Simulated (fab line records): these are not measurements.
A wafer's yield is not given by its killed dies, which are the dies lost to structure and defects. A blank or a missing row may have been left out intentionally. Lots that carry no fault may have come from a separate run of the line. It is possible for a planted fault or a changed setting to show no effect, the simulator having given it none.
Chamber matching | flow sky130 | cmp-02 running SKY_CONTACT_CMP_27: 4 sister chambers
The step polishes, stops on SiO2, t overpolish 15 s, target thk 0 nm. 14 wafers are shown with their chamber, then 7 later ones without.

== WAFERS PAIRED WITH THEIR CHAMBERS ==
wafer  | chamber | motor current A (A) | time to endpoint s (s) | overpolish run s (s)
L498.1 | 1       | 11.1                | 79                     | 14.998
L498.2 | 0       | 12.9                | 83                     | 14.999
L498.4 | 2       | 10.4                | 88                     | 15.000
L499.2 | 3       | 10.5                | 84                     | 14.998
L499.3 | 1       | 10.9                | 80                     | 14.984
L499.6 | 2       | 11.2                | 85                     | 14.972
L503.1 | 0       | 13.0                | 84                     | 14.989
L503.5 | 1       | 10.7                | 78                     | 14.988
L503.6 | 0       | 13.4                | 80                     | 15.011
L504.2 | 3       | 10.0                | 83                     | 15.006
L504.3 | 2       | 10.8                | 88                     | 15.005
L504.6 | 2       | 11.1                | 84                     | 15.007
L506.1 | 2       | 10.3                | 81                     | 14.993
L506.3 | 0       | 13.3                | 79                     | 14.998

SIGNATURES (means of the wafers above)
reading            | chamber 0 | chamber 1 | chamber 2 | chamber 3 | scatter within a chamber
motor current A    | 13.150    | 10.900    | 10.760    | 10.250    | 0.32
time to endpoint s | 81.50     | 79.00     | 85.20     | 83.50     | 2.33
overpolish run s   | 14.99925  | 14.99000  | 14.99540  | 15.00200  | 0.0109
Rule: for each reading, subtract the chamber's mean from the wafer's reading, divide by that reading's scatter and square the result; add these up over the readings and take the root, which gives the wafer's distance from the chamber. If the next closest chamber is less than 2 further off than the closest, the wafer can't be placed; otherwise it belongs to the closest. The scatter: take each reading less its chamber's mean, square it, sum over the shown wafers, divide by the number of wafers less the number of chambers, and take the root.

== WAFERS WITHOUT THEIR CHAMBER ==
wafer  | motor current A (A) | time to endpoint s (s) | overpolish run s (s)
L506.5 | 11.1                | 84                     | 15.002
L509.3 | 10.5                | 82                     | 15.000
L509.5 | 11.1                | 75                     | 15.006
L509.6 | 13.4                | 83                     | 15.002
L512.2 | 10.5                | 87                     | 15.000
L512.3 | 10.9                | 80                     | 14.989
L512.4 | 12.9                | 88                     | 15.002

== THE CHAMBER EACH PASSED THROUGH ==
wafer  | from the rows above          | in truth
L506.5 | can't be placed: 2 or 1 or 3 | 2
L509.3 | can't be placed: 3 or 2 or 1 | 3
L509.5 | 1                            | 1
L509.6 | 0                            | 0
L512.2 | can't be placed: 2 or 3      | 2
L512.3 | can't be placed: 1 or 2      | 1
L512.4 | 0                            | 0
Correctly placed: 3 of 7. Can't be placed from these rows: 4 (the true chamber is among the candidates in 4). Wrongly placed: 0.
